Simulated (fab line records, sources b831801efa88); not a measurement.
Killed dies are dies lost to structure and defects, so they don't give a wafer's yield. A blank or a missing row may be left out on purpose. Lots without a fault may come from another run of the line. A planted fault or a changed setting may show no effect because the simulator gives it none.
One fault seen from 2 desks | flow sky130 | each desk has only its own numbers; what lay behind them comes last

THE TOOL OWNER'S DESK: pvd_sputter-02
The tool's own readings at SKY_METAL5_SPUTTER_02 (material AlCu, target thk 1150 nm, time 61.2 s): means of the sampled wafers that have a number, for each lot that ran on this tool. A lot is out of limits, marked OUT, if its mean lies more than 4 standard deviations from the usual mean; the brackets give that distance.
Columns: A = throttle_valve_pct at SKY_METAL5_SPUTTER_02, usual 29.9 %
lot  | first seen here | A
L178 | day 43 19:05    | 30.5
L179 | day 44 21:32    | 29.8
L190 | day 46 16:01    | 29.7
L193 | day 47 13:07    | 29.8
This desk's finding: nothing out of limits on any of the 4 lots.

THE METROLOGY DESK
What the gauges read, lot by lot, whatever tool the lot ran on: means of the sampled wafers that have a number. A lot is out of limits, marked OUT, if its mean lies more than 4 standard deviations from the usual mean; the brackets give that distance.
Columns: A = VIA4_OVL at SKY_VIA4_OVL_MEAS_11, usual 0.8 nm; B = METAL5_ALCU_RS at SKY_METAL5_RS_MEAS_05, usual 0.0271 ohm/sq; C = METAL5_ALCU_THK at SKY_METAL5_THK_MEAS_06, usual 1163 nm
lot  | first seen here | A    | B                | C
L178 | day 43 17:38    | -0.8 | 0.0273           | 1155
L179 | day 44 20:07    | -1.3 | 0.0272           | 1151
L182 | day 44 22:21    | 1.9  | 0.0274           | 1151
L184 | day 45 05:40    | 1.8  | 0.0269           | 1172
L190 | day 46 14:33    | -0.9 | 0.0251 (-10) OUT | 1280 (+11) OUT
L193 | day 47 11:37    | 0.5  | 0.0250 (-11) OUT | 1264 (+9.2) OUT
L194 | day 47 17:07    | 1.3  | 0.0271           | 1171
L196 | day 47 21:30    | 0.7  | 0.0271           | 1160
L197 | day 48 05:38    | 0.8  | 0.0270           | 1171
L198 | day 48 11:10    | 1.4  | 0.0272           | 1161
This desk's finding: out of limits on L190, L193; first on L190, day 46 16:11 (METAL5_ALCU_RS at SKY_METAL5_RS_MEAS_05). In limits: L178, L179, L182, L184, L194, L196, L197, L198.

PUT TOGETHER
The metrology desk could have raised an alarm at day 46 16:11, on L190, L193.
The tool owner's desk saw nothing out of limits.
The tool owner's desk has L190, L193 on record, within its limits.
Of the lots named, all ran SKY_METAL5_SPUTTER_02 on pvd_sputter-02.

WHAT THE SIMULATOR HAD PUT IN
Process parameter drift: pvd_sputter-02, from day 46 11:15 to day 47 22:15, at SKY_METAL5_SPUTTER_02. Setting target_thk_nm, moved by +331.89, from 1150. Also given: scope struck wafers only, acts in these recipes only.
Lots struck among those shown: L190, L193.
Hours from the fault's start to each desk's first reading out of limits: the metrology desk, 5.
